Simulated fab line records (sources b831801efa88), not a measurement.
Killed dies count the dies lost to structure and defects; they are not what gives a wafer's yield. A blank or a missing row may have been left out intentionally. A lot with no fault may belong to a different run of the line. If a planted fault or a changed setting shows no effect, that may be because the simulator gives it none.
fab line records	flow gf180mcu
record: lots: 24	wafers: 72	lastDay: 34
route steps=602 shown PSD@258 M2@377 V2@385 M3@409 V3@434
lots untouched by any fault: they come from a run of this same line in which no faults occurred
startH: start of the lot's first displayed wafer, in hours after the record's first day	waitH: hours from the lot's prior step to this one	" same as the row above	L1.1+2: one row covering several wafers at once	- no value, or no start given	* or withheld: withheld	< > ~ a bound
route shown NAME@n: names a module that has steps shown in the file, with the first one's number in the route	usual: the fault-free wafers' mean and standard deviation	same: alike in all rows	chamber/n: place in a boat	sites: each site's reading	_std_site: the standard deviation of these	_edge_site: mean of outer sites minus mean of inner sites	radiusMm: how far each site lies from the wafer's centre	mask NAME#n: copy n	behind: the tool/chamber that last shaped the wafer	hold: what put the lot on hold/how long, in hours/how the hold closed	device: the transistor (n, p or np) that didn't switch	end of line: at the end of the route, the tests of the same wafers	a step without rows: its recipe alone	killed: dies lost to structure and defects at the first sort, not the wafer's yield	map: shows each die of a wafer: x if killed, . if not, _ if none is there
set.NAME: the setting that was run; set.NAME@STEP: the one run at that earlier step	model.NAME: the simulator's own value behind a step, which no gauge read
route steps across a sampled set of lots; one table per step, one row per wafer
services: when a tool's chamber went out of use (startH, in hours from the record's first day, below 0 if earlier), for how many hours, and the reason
== steps ==
step: GF_PSD_STRIP_10
recipe: chemistry: O2/N2	powerW: 1400	pressureMtorr: 1500	platenTempC: 250	o2FlowSccm: 3000	n2FlowSccm: 300	overashFraction: 0.5
usual: drypumpMotorCurrentA: 5.54/0.29	heaterPowerW: 347/34	oesProductAu: 0.592/0.0047	stripTimeToEndpointS: 16.53/0.031
lot.wafer	tool	chamber	startH	waitH	drypumpMotorCurrentA	heaterPowerW	oesProductAu	rfHoursCounterH	stripTimeToEndpointS
L074.2	plasmaAsher-01	0	318.86	0.1	5.24	369	0.595	53	16.56
L074.5	"	1	"	"	5.37	377	0.590	-	16.55
L074.6	"	0	"	"	5.23	370	0.590	-	16.52
L075.3	plasmaAsher-01	1	338.76	0.1	5.36	381	0.600	-	16.55
L075.4	"	0	"	"	5.26	369	0.592	-	16.56
L075.6	"	1	"	"	5.35	386	0.596	-	16.53
L076.1	plasmaAsher-03	1	339.72	0.1	5.28	284	0.590	68	16.57
L076.3	"	1	"	"	5.25	273	0.591	-	16.57
L076.6	"	0	"	"	6.21	266	0.592	-	16.56
L077.1	plasmaAsher-03	0	344.13	0.1	6.23	274	0.593	69	16.55
L077.2	"	1	"	"	5.25	282	0.590	69	16.57
L077.3	"	1	"	"	5.25	288	0.583	-	16.54
L078.1	plasmaAsher-01	0	358.93	0.1	5.21	367	0.594	57	16.52
L078.2	"	1	"	"	5.39	380	0.588	57	16.50
L078.3	"	1	"	"	5.33	374	0.595	-	16.50
L079.1	plasmaAsher-01	0	370.88	0.1	5.24	379	0.585	58	16.54
L079.2	"	1	"	"	5.34	377	0.593	58	16.55
L079.3	"	1	"	"	5.35	383	0.599	-	16.51
L081.2	plasmaAsher-02	0	381.08	0.1	5.81	348	0.592	72	16.50
L081.3	"	0	"	"	5.82	345	0.591	-	16.51
L081.4	"	1	"	"	5.73	333	0.593	-	16.48
L080.3	plasmaAsher-01	0	381.54	0.1	5.24	369	0.587	-	16.55
L080.4	"	1	"	"	5.31	375	0.599	-	16.53
L080.6	"	0	"	"	5.27	362	0.593	-	16.54
L082.1	plasmaAsher-02	0	389.46	0.1	5.80	348	0.605	73	16.54
L082.3	"	0	"	"	5.81	358	0.590	-	16.53
L082.4	"	1	"	"	5.70	314	0.588	-	16.52
L083.2	plasmaAsher-02	0	398.43	0.1	5.81	351	0.593	74	16.50
L083.3	"	0	"	"	5.80	361	0.586	-	16.57
L083.5	"	0	"	"	5.81	350	0.598	-	16.56
L084.1	plasmaAsher-03	1	404.48	0.1	5.24	282	0.593	75	16.50
L084.2	"	0	"	"	6.20	267	0.588	75	16.49
L084.3	"	1	"	"	5.25	279	0.592	-	16.49
L085.3	plasmaAsher-01	1	411.36	0.1	5.38	380	0.592	-	16.53
L085.4	"	0	"	"	5.22	364	0.585	-	16.54
L085.6	"	0	"	"	5.25	379	0.585	-	16.54
L086.1	plasmaAsher-01	1	417.93	0.1	5.34	395	0.594	63	16.55
L086.4	"	0	"	"	5.27	369	0.595	-	16.52
L086.5	"	0	"	"	5.27	360	0.588	-	16.58
L087.3	plasmaAsher-02	1	426.01	0.1	5.72	319	0.581	-	16.62
L087.4	"	0	"	"	5.79	347	0.586	-	16.56
L087.6	"	1	"	"	5.74	326	0.598	-	16.56
L088.3	plasmaAsher-01	0	438.79	0.1	5.23	369	0.593	-	16.55
L088.5	"	1	"	"	5.35	376	0.590	-	16.54
L088.6	"	0	"	"	5.20	355	0.598	-	16.55
L089.1	plasmaAsher-02	1	442.93	0.1	5.73	317	0.593	79	16.52
L089.2	"	0	"	"	5.82	355	0.593	79	16.57
L089.4	"	1	"	"	5.71	321	0.595	-	16.55
L090.1	plasmaAsher-02	1	453.18	0.1	5.70	318	0.589	80	16.55
L090.3	"	0	"	"	5.82	346	0.587	-	16.56
L090.4	"	1	"	"	5.72	319	0.591	-	16.55
L091.1	plasmaAsher-02	0	463.77	0.1	5.80	355	0.587	81	16.50
L091.3	"	1	"	"	5.71	324	0.589	-	16.50
L091.6	"	0	"	"	5.81	351	0.592	-	16.50
L092.3	plasmaAsher-02	0	466.66	0.1	5.82	354	0.592	-	16.53
L092.5	"	1	"	"	5.68	332	0.599	-	16.53
L092.6	"	0	"	"	5.82	357	0.599	-	16.55
L093.1	plasmaAsher-01	0	473.52	0.1	5.25	355	0.593	68	16.50
L093.5	"	0	"	"	5.25	368	0.588	-	16.53
L093.6	"	1	"	"	5.35	383	0.594	-	16.48
L094.1	plasmaAsher-02	0	484.68	0.1	5.81	353	0.591	83	16.57
L094.3	"	0	"	"	5.81	353	0.591	-	16.58
L094.4	"	1	"	"	5.70	324	0.594	-	16.56
L095.1	plasmaAsher-01	1	495.71	0.1	5.35	384	0.595	71	16.49
L095.3	"	1	"	"	5.39	381	0.604	-	16.53
L095.5	"	0	"	"	5.22	374	0.596	-	16.51
L096.1	plasmaAsher-01	0	498.72	0.1	5.22	368	0.587	71	16.52
L096.2	"	1	"	"	5.37	368	0.601	71	16.52
L096.4	"	1	"	"	5.34	389	0.599	-	16.51
L097.3	plasmaAsher-02	0	504.44	0.1	5.81	354	0.592	-	16.51
L097.5	"	0	"	"	5.81	343	0.597	-	16.52
L097.6	"	1	"	"	5.70	314	0.588	-	16.48
step: GF_M2_OVL_MEAS_15
usual: M2_OVL: 4/6.1
lot.wafer	tool	chamber	startH	waitH	M2_OVL[nm]
L074.2	overlay-02	-	439.29	0.1	5
L074.5	"	-	"	"	-6
L074.6	"	-	"	"	8
L075.3	overlay-01	-	460.98	0.1	4
L075.4	"	-	"	"	-2
L075.6	"	-	"	"	0
L076.1	overlay-02	-	461.92	0.1	4
L076.3	"	-	"	"	-3
L076.6	"	-	"	"	5
L077.1	overlay-01	-	466.49	0.1	6
L077.2	"	-	"	"	2
L077.3	"	-	"	"	2
L078.1	overlay-01	-	483.62	0.1	2
L078.2	"	-	"	"	9
L078.3	"	-	"	"	2
L079.1	overlay-02	-	495.02	0.1	4
L079.2	"	-	"	"	-10
L079.3	"	-	"	"	10
L081.2	overlay-01	-	506.44	0.1	11
L081.3	"	-	"	"	8
L081.4	"	-	"	"	9
L080.3	overlay-01	-	506.78	0.1	6
L080.4	"	-	"	"	8
L080.6	"	-	"	"	7
L082.1	overlay-01	-	514.59	0.1	-3
L082.3	"	-	"	"	-9
L082.4	"	-	"	"	-1
L083.2	overlay-01	-	523.24	0.1	9
L083.3	"	-	"	"	11
L083.5	"	-	"	"	8
L084.1	overlay-01	-	530.14	0.1	14
L084.2	"	-	"	"	2
L084.3	"	-	"	"	11
L085.3	overlay-02	-	535.25	0.1	5
L085.4	"	-	"	"	5
L085.6	"	-	"	"	10
L086.1	overlay-01	-	543.24	0.1	11
L086.4	"	-	"	"	15
L086.5	"	-	"	"	9
L087.3	overlay-01	-	549.40	0.1	-4
L087.4	"	-	"	"	-5
L087.6	"	-	"	"	0
L088.3	overlay-01	-	561.65	0.1	-2
L088.5	"	-	"	"	4
L088.6	"	-	"	"	-2
L089.1	overlay-01	-	565.54	0.1	9
L089.2	"	-	"	"	0
L089.4	"	-	"	"	8
L090.1	overlay-02	-	575.09	0.1	-2
L090.3	"	-	"	"	2
L090.4	"	-	"	"	7
L091.1	overlay-02	-	584.54	0.1	-15
L091.3	"	-	"	"	-10
L091.6	"	-	"	"	7
L092.3	overlay-01	-	587.80	0.1	-1
L092.5	"	-	"	"	-1
L092.6	"	-	"	"	6
L093.1	overlay-02	-	592.82	0.1	2
L093.5	"	-	"	"	6
L093.6	"	-	"	"	5
L094.1	overlay-02	-	602.59	0.1	6
L094.3	"	-	"	"	10
L094.4	"	-	"	"	4
L095.1	overlay-01	-	612.67	0.1	6
L095.3	"	-	"	"	7
L095.5	"	-	"	"	0
L096.1	overlay-02	-	614.64	0.1	16
L096.2	"	-	"	"	4
L096.4	"	-	"	"	-1
L097.3	overlay-02	-	619.03	0.1	12
L097.5	"	-	"	"	11
L097.6	"	-	"	"	2
step: GF_V2_THK_MEAS_03
recipe: reads: SiO2_of_V2_CVD_02
usual: V2_CVD_02_THK: 853/11
lot.wafer	tool	chamber	startH	waitH	V2_CVD_02_THK[nm]
L074.2	filmMetro-01	-	440.43	0.0	859
L074.5	"	-	"	"	882
L074.6	"	-	"	"	867
L075.3	filmMetro-01	-	462.00	0.1	858
L075.4	"	-	"	"	854
L075.6	"	-	"	"	848
L076.1	filmMetro-04	-	462.84	0.0	866
L076.3	"	-	"	"	845
L076.6	"	-	"	"	876
L077.1	filmMetro-02	-	467.40	0.1	822
L077.2	"	-	"	"	838
L077.3	"	-	"	"	845
L078.1	filmMetro-04	-	484.66	0.0	855
L078.2	"	-	"	"	836
L078.3	"	-	"	"	853
L079.1	filmMetro-02	-	495.94	0.0	842
L079.2	"	-	"	"	854
L079.3	"	-	"	"	844
L081.2	filmMetro-04	-	507.36	0.0	842
L081.3	"	-	"	"	842
L081.4	"	-	"	"	855
L080.3	filmMetro-04	-	507.68	0.1	841
L080.4	"	-	"	"	838
L080.6	"	-	"	"	873
L082.1	filmMetro-02	-	515.58	0.0	858
L082.3	"	-	"	"	851
L082.4	"	-	"	"	872
L083.2	filmMetro-02	-	524.14	0.0	840
L083.3	"	-	"	"	835
L083.5	"	-	"	"	855
L084.1	filmMetro-01	-	531.02	0.0	821
L084.2	"	-	"	"	841
L084.3	"	-	"	"	835
L085.3	filmMetro-04	-	536.23	0.1	851
L085.4	"	-	"	"	870
L085.6	"	-	"	"	867
L086.1	filmMetro-02	-	544.32	0.0	844
L086.4	"	-	"	"	850
L086.5	"	-	"	"	868
L087.3	filmMetro-04	-	550.74	0.1	841
L087.4	"	-	"	"	852
L087.6	"	-	"	"	861
L088.3	filmMetro-02	-	563.01	0.1	846
L088.5	"	-	"	"	866
L088.6	"	-	"	"	864
L089.1	filmMetro-02	-	566.86	0.0	841
L089.2	"	-	"	"	842
L089.4	"	-	"	"	861
L090.1	filmMetro-01	-	576.01	0.0	846
L090.3	"	-	"	"	849
L090.4	"	-	"	"	860
L091.1	filmMetro-04	-	585.51	0.0	844
L091.3	"	-	"	"	840
L091.6	"	-	"	"	866
L092.3	filmMetro-04	-	588.69	0.1	853
L092.5	"	-	"	"	856
L092.6	"	-	"	"	847
L093.1	filmMetro-02	-	593.70	0.0	838
L093.5	"	-	"	"	865
L093.6	"	-	"	"	844
L094.1	filmMetro-01	-	603.47	0.0	840
L094.3	"	-	"	"	854
L094.4	"	-	"	"	860
L095.1	filmMetro-01	-	613.56	0.0	862
L095.3	"	-	"	"	858
L095.5	"	-	"	"	873
L096.1	filmMetro-04	-	615.55	0.0	841
L096.2	"	-	"	"	846
L096.4	"	-	"	"	864
L097.3	filmMetro-02	-	620.03	0.1	835
L097.5	"	-	"	"	857
L097.6	"	-	"	"	856
step: GF_V2_CMP_26
recipe: stopOn: SiO2	downForcePsi: 3.5	platenRpm: 60	tOverpolishS: 15	targetThkNm: 0	padVelocityMS: 0.94248
usual: headPressurePsi: 3.501/0.0075	motorCurrentA: 11.0/1.2	overpolishRunS: 15.001/0.01	timeToEndpointS: 85/3.1
lot.wafer	tool	chamber	startH	waitH	headPressurePsi	motorCurrentA	overpolishRunS	timeToEndpointS
L074.2	cmp-01	2	466.58	0.1	3.507	11.7	14.984	84
L074.5	"	0	"	"	3.497	9.9	15.005	82
L074.6	"	1	"	"	3.498	9.5	14.985	84
L075.3	cmp-02	3	487.59	0.1	3.496	13.5	15.002	79
L075.4	"	0	"	"	3.498	10.6	14.993	83
L075.6	"	3	"	"	3.500	13.0	15.012	80
L076.1	cmp-02	3	488.77	0.1	3.495	12.5	15.007	84
L076.3	"	0	"	"	3.509	10.6	14.986	81
L076.6	"	2	"	"	3.508	12.3	14.999	83
L077.1	cmp-01	1	493.73	0.1	3.503	9.1	15.004	78
L077.3	"	3	"	"	3.517	9.7	14.995	86
L077.2	"	0	"	"	3.509	10.0	15.013	86
L078.2	cmp-02	3	509.69	0.0	3.502	13.3	15.009	83
L078.1	"	0	"	"	3.500	10.8	15.014	80
L078.3	"	2	"	"	3.504	11.9	14.993	82
L079.3	cmp-01	1	520.74	0.0	3.510	9.7	15.010	88
L079.1	"	3	"	"	3.495	9.6	15.000	89
L079.2	"	0	"	"	3.496	10.0	14.997	93
L081.3	cmp-01	3	531.72	0.1	3.499	9.7	14.987	88
L081.2	"	0	"	"	3.501	9.8	14.989	85
L081.4	"	1	"	"	3.499	9.6	14.996	82
L080.3	cmp-02	3	532.73	0.1	3.500	13.4	15.002	82
L080.4	"	1	"	"	3.497	10.8	14.990	87
L080.6	"	2	"	"	3.501	12.0	14.995	87
L082.1	cmp-02	1	540.53	0.1	3.500	10.3	15.022	87
L082.4	"	2	"	"	3.509	11.6	15.016	82
L082.3	"	3	"	"	3.507	13.4	14.999	85
L083.2	cmp-02	3	548.38	0.1	3.518	13.5	14.990	84
L083.3	"	0	"	"	3.494	10.5	15.003	85
L083.5	"	2	"	"	3.507	11.5	15.008	82
L084.1	cmp-01	0	554.71	0.1	3.495	9.8	15.008	86
L084.2	"	1	"	"	3.513	9.6	15.021	82
L084.3	"	3	"	"	3.505	9.1	15.004	86
L085.4	cmp-02	2	559.97	0.2	3.494	12.0	14.996	89
L085.3	"	3	"	"	3.516	12.8	14.988	85
L085.6	"	2	"	"	3.497	12.1	15.001	88
L086.1	cmp-01	3	567.89	0.1	3.484	9.5	15.013	84
L086.4	"	1	"	"	3.495	9.5	15.007	82
L086.5	"	2	"	"	3.503	11.5	15.002	86
L087.3	cmp-01	2	573.94	0.1	3.497	11.9	15.006	82
L087.4	"	3	"	"	3.515	9.8	15.005	83
L087.6	"	1	"	"	3.501	9.9	15.006	80
L088.3	cmp-02	1	585.92	0.1	3.503	10.4	15.019	85
L088.5	"	3	"	"	3.507	12.7	14.993	84
L088.6	"	0	"	"	3.489	10.8	15.011	82
L089.1	cmp-02	3	589.83	0.1	3.505	12.6	14.976	81
L089.4	"	1	"	"	3.494	10.4	15.008	85
L089.2	"	2	"	"	3.506	12.0	14.993	81
L090.4	cmp-01	0	599.13	0.1	3.499	10.1	14.996	82
L090.1	"	1	"	"	3.489	9.2	14.998	85
L090.3	"	2	"	"	3.508	12.3	15.008	84
L091.1	cmp-02	0	607.71	0.1	3.513	11.2	15.015	86
L091.3	"	1	"	"	3.495	10.0	15.000	88
L091.6	"	0	"	"	3.507	10.6	15.013	85
L092.3	cmp-02	2	610.89	0.1	3.510	11.8	15.001	86
L092.6	"	1	"	"	3.493	10.2	14.991	86
L092.5	"	2	"	"	3.504	11.6	14.984	85
L093.1	cmp-02	3	615.89	0.3	3.494	13.1	15.000	87
L093.5	"	1	"	"	3.494	10.1	15.005	88
L093.6	"	2	"	"	3.497	10.9	14.996	86
L094.4	cmp-01	0	624.98	0.1	3.509	10.1	14.992	86
L094.3	"	1	"	"	3.512	9.6	15.008	78
L094.1	"	2	"	"	3.506	12.5	14.993	81
L095.3	cmp-01	2	634.71	0.0	3.501	12.1	15.010	84
L095.1	"	3	"	"	3.503	9.9	15.006	85
L095.5	"	2	"	"	3.499	11.9	15.006	81
L096.4	cmp-02	0	637.43	0.0	3.499	11.0	15.004	80
L096.2	"	1	"	"	3.490	10.2	14.988	90
L096.1	"	3	"	"	3.507	13.5	15.007	86
L097.3	cmp-01	0	642.03	0.1	3.492	10.3	15.000	89
L097.6	"	3	"	"	3.502	9.7	15.024	93
L097.5	"	0	"	"	3.486	10.1	15.032	89
step: GF_M3_SPUTTER_00
recipe: material: Ti	targetThkNm: 37.5	arrivingIonEnergyEv: 80	substrateTempC: 200	chamberPressurePa: 2	powerW: 4000	timeS: 150
usual: throttleValvePct: 29.9/0.89
lot.wafer	tool	chamber	startH	waitH	throttleValvePct
L074.2	pvdSputter-01	-	466.78	0.1	29.2
L074.5	"	-	"	"	29.5
L074.6	"	-	"	"	29.9
L075.3	pvdSputter-02	-	487.84	0.2	28.8
L075.4	"	-	"	"	29.1
L075.6	"	-	"	"	29.0
L076.1	pvdSputter-01	-	488.97	0.1	29.0
L076.3	"	-	"	"	30.1
L076.6	"	-	"	"	29.5
L077.1	pvdSputter-02	-	494.03	0.2	29.8
L077.2	"	-	"	"	29.2
L077.3	"	-	"	"	29.3
L078.1	pvdSputter-01	-	509.99	0.2	29.4
L078.2	"	-	"	"	30.0
L078.3	"	-	"	"	30.1
L079.1	pvdSputter-03	-	521.04	0.1	28.8
L079.2	"	-	"	"	31.0
L079.3	"	-	"	"	29.1
L081.2	pvdSputter-01	-	531.97	0.1	30.0
L081.3	"	-	"	"	30.0
L081.4	"	-	"	"	29.5
L080.3	pvdSputter-02	-	532.98	0.2	29.4
L080.4	"	-	"	"	29.7
L080.6	"	-	"	"	30.0
L082.1	pvdSputter-02	-	540.83	0.2	29.1
L082.3	"	-	"	"	30.2
L082.4	"	-	"	"	29.3
L083.2	pvdSputter-01	-	548.63	0.2	29.1
L083.3	"	-	"	"	29.9
L083.5	"	-	"	"	29.7
L084.1	pvdSputter-02	-	555.01	0.2	30.7
L084.2	"	-	"	"	29.6
L084.3	"	-	"	"	29.8
L085.3	pvdSputter-02	-	560.27	0.2	29.4
L085.4	"	-	"	"	30.0
L085.6	"	-	"	"	30.4
L086.1	pvdSputter-03	-	568.14	0.2	28.9
L086.4	"	-	"	"	29.3
L086.5	"	-	"	"	29.3
L087.3	pvdSputter-01	-	574.19	0.2	30.1
L087.4	"	-	"	"	32.2
L087.6	"	-	"	"	29.9
L088.3	pvdSputter-02	-	586.12	0.1	29.1
L088.5	"	-	"	"	29.1
L088.6	"	-	"	"	30.1
L089.1	pvdSputter-01	-	590.13	0.2	29.2
L089.2	"	-	"	"	30.1
L089.4	"	-	"	"	32.5
L090.1	pvdSputter-01	-	599.38	0.1	30.0
L090.3	"	-	"	"	29.9
L090.4	"	-	"	"	31.9
L091.1	pvdSputter-02	-	608.01	0.2	29.2
L091.3	"	-	"	"	29.1
L091.6	"	-	"	"	29.8
L092.3	pvdSputter-03	-	611.14	0.2	28.5
L092.5	"	-	"	"	29.2
L092.6	"	-	"	"	28.8
L093.1	pvdSputter-01	-	616.09	0.1	29.6
L093.5	"	-	"	"	29.9
L093.6	"	-	"	"	32.1
L094.1	pvdSputter-01	-	625.23	0.1	29.8
L094.3	"	-	"	"	29.5
L094.4	"	-	"	"	32.4
L095.1	pvdSputter-02	-	635.01	0.2	30.7
L095.3	"	-	"	"	30.1
L095.5	"	-	"	"	29.4
L096.1	pvdSputter-03	-	637.73	0.1	28.9
L096.2	"	-	"	"	29.0
L096.4	"	-	"	"	29.3
L097.3	pvdSputter-02	-	642.28	0.2	30.1
L097.5	"	-	"	"	29.3
L097.6	"	-	"	"	30.0
step: GF_V3_BOW_MEAS_05
recipe: mode: bow
usual: V3_BOW: 116/8.8
lot.wafer	tool	chamber	startH	waitH	V3_BOW[um]
L074.2	filmMetro-01	-	492.65	0.3	128
L074.5	"	-	"	"	127
L074.6	"	-	"	"	124
L075.3	filmMetro-01	-	512.56	0.3	111
L075.4	"	-	"	"	133
L075.6	"	-	"	"	119
L076.1	filmMetro-03	-	514.52	0.2	134
L076.3	"	-	"	"	126
L076.6	"	-	"	"	125
L077.1	filmMetro-03	-	519.07	0.1	105
L077.2	"	-	"	"	106
L077.3	"	-	"	"	113
L078.1	filmMetro-03	-	534.98	0.2	104
L078.2	"	-	"	"	117
L078.3	"	-	"	"	114
L079.1	filmMetro-04	-	545.50	0.1	127
L079.2	"	-	"	"	109
L079.3	"	-	"	"	126
L081.2	filmMetro-03	-	555.51	0.2	102
L081.3	"	-	"	"	109
L081.4	"	-	"	"	106
L080.3	filmMetro-01	-	556.91	0.1	119
L080.4	"	-	"	"	119
L080.6	"	-	"	"	110
L082.1	filmMetro-03	-	564.52	0.1	116
L082.3	"	-	"	"	109
L082.4	"	-	"	"	128
L083.2	filmMetro-03	-	572.05	0.3	99
L083.3	"	-	"	"	115
L083.5	"	-	"	"	107
L084.1	filmMetro-04	-	577.61	0.1	116
L084.2	"	-	"	"	126
L084.3	"	-	"	"	108
L085.3	filmMetro-03	-	583.55	0.1	117
L085.4	"	-	"	"	119
L085.6	"	-	"	"	133
L086.1	filmMetro-04	-	590.86	0.1	112
L086.4	"	-	"	"	104
L086.5	"	-	"	"	116
L087.3	filmMetro-01	-	596.92	0.2	118
L087.4	"	-	"	"	136
L087.6	"	-	"	"	119
L088.3	filmMetro-03	-	608.86	0.2	111
L088.5	"	-	"	"	127
L088.6	"	-	"	"	122
L089.1	filmMetro-01	-	612.56	0.2	127
L089.2	"	-	"	"	121
L089.4	"	-	"	"	123
L090.1	filmMetro-03	-	621.88	0.1	124
L090.3	"	-	"	"	126
L090.4	"	-	"	"	108
L091.1	filmMetro-04	-	630.08	0.2	108
L091.3	"	-	"	"	108
L091.6	"	-	"	"	101
L092.3	filmMetro-03	-	633.30	0.2	115
L092.5	"	-	"	"	105
L092.6	"	-	"	"	103
L093.1	filmMetro-01	-	638.57	0.2	119
L093.5	"	-	"	"	100
L093.6	"	-	"	"	112
L094.1	filmMetro-01	-	647.11	0.2	112
L094.3	"	-	"	"	124
L094.4	"	-	"	"	111
L095.1	filmMetro-01	-	656.23	0.2	123
L095.3	"	-	"	"	124
L095.5	"	-	"	"	117
L096.1	filmMetro-03	-	658.70	0.1	113
L096.2	"	-	"	"	112
L096.4	"	-	"	"	109
L097.3	filmMetro-01	-	663.36	0.2	133
L097.5	"	-	"	"	131
L097.6	"	-	"	"	122
== services ==
tool	chamber	startH	hours	kind
cmp-02	-	298.91	7.1	pm
cmp-02	-	312.11	1.1	repair
cmp-02	-	327.56	0.9	repair
cmp-02	-	346.11	0.3	repair
cmp-01	-	347.03	1.4	repair
pvdSputter-02	-	361.74	3.8	repair
cmp-01	-	401.94	3.8	pm
cmp-01	-	405.73	4.0	pm
pvdSputter-02	-	413.75	5.2	repair
cmp-01	-	433.32	3.1	repair
cmp-02	-	439.98	1.4	repair
cmp-02	-	441.13	1.2	repair
plasmaAsher-01	-	455.79	3.6	repair
cmp-02	-	456.91	15.7	pm
cmp-01	-	501.92	1.3	repair
cmp-01	-	541.41	2.5	repair
cmp-02	-	557.79	0.7	repair
cmp-01	-	559.43	1.3	repair
cmp-02	-	572.03	4.0	pm
cmp-01	-	579.43	2.0	repair
cmp-02	-	586.37	3.0	repair
cmp-02	-	590.29	2.0	repair
cmp-02	-	618.24	0.7	repair
cmp-02	-	630.40	0.6	repair
== key ==
fault none
